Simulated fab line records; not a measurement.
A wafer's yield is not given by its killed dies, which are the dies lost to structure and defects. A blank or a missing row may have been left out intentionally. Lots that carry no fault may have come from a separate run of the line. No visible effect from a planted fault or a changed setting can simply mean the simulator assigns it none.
Problem report in the 8D (eight disciplines) form, filled by code | flow gf180mcu | the parts of the form that need people (team, actions taken, sign-off) are left out

1. PROBLEM STATEMENT
SALICIDE_TIN_RS at GF_SALICIDE_RS_MEAS_04 reads a mean of 17.80 ohm/sq on 4 wafers of 2 lots; wafers without a fault read 16.33 ohm/sq with a standard deviation of 0.28. Relative to the usual mean, that is a shift of +5.3 standard deviations.
The step: measures by four-point-probe.
The first sign was on wafer L291.1 at day 19 17:09, on film metro-02. The record has a number at this step for 42 wafers belonging to 14 lots. The rule behind "out" and "out of limits": a value lying over 4 standard deviations away from the usual mean. Any other wafer with a number is counted as sound.

2. WHAT THIS IS AND IS NOT
question                    | is                             | is not
which readings at this step | SALICIDE_TIN_RS                | -
which lots                  | L291, L292                     | L278, L279, L281, L283, L285, L287, L293, L295, L296, L297, L299, L301
which wafers of those lots  | L291.1, L291.3, L292.1, L292.6 | L291.5, L292.5
read on which gauges        | film metro-02                  | film metro-01, film metro-04
when                        | from day 19 17:09              | up to then (19 sound wafers); but 19 sound wafers of L292, L293, L295, L296, L297, L299, L301 came after

3. SUSPECTS, AND WHAT RULES EACH OUT
Counting: a tool at a process step up to the reading stays a suspect if it ran every lot that is out. Sound lots after the first of them don't rule it out here, since some wafers of a struck lot are sound.
- the gauge at GF_SALICIDE_RS_MEAS_04: kept. All the wafers that are out were read on film metro-02, and no step on other tools shows them out.
- pvd sputter-02 at GF_SALICIDE_SPUTTER_02 (material Co, target thk 10 nm, time 20 s): kept. Every lot that is out went through it, the first being L291 (day 19 17:05); the last sound lot it ran before that was L283 (day 16 20:14).
Left after counting: pvd sputter-02 at GF_SALICIDE_SPUTTER_02, film metro-02 at GF_SALICIDE_RS_MEAS_04.

4. THE CAUSE (what the simulator had put in)
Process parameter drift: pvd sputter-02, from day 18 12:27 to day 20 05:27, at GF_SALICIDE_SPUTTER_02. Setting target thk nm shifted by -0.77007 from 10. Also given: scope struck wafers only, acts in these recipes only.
This tool is one of the 2 suspects left after counting.

5. SEQUENCE OF EFFECTS, ordered by route
Each row: a reading where the mean over the struck wafers with a number is more than 3 standard deviations away from the usual. Only readings whose record carries a usual standard deviation are examined. hours: median over the lots of the time between each lot's start at the first step of this table that gives one and its start at this step. sigmas: the change, counted in usual standard deviations.
hours | step                   | reading         | usual        | on struck wafers | change | sigmas
0     | GF_SALICIDE_RS_MEAS_04 | SALICIDE_TIN_RS | 16.33 ohm/sq | 17.80            | +1.47  | +5.3

6. WHAT WOULD HAVE CAUGHT IT SOONER
29 hours passed between the start of the fault at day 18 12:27 and the first reading out of limits at a measuring or inspecting step in this record, taken at day 19 17:09.
No tool reading at GF_SALICIDE_SPUTTER_02 that has a usual standard deviation in the record was out on any struck wafer, so an alarm limit of 4 standard deviations on those readings would not have fired.
Among the 2 lots that are out, L292 began GF_SALICIDE_SPUTTER_02 on pvd sputter-02 after day 19 17:09. A tool hold placed at that time would have kept it from harm.
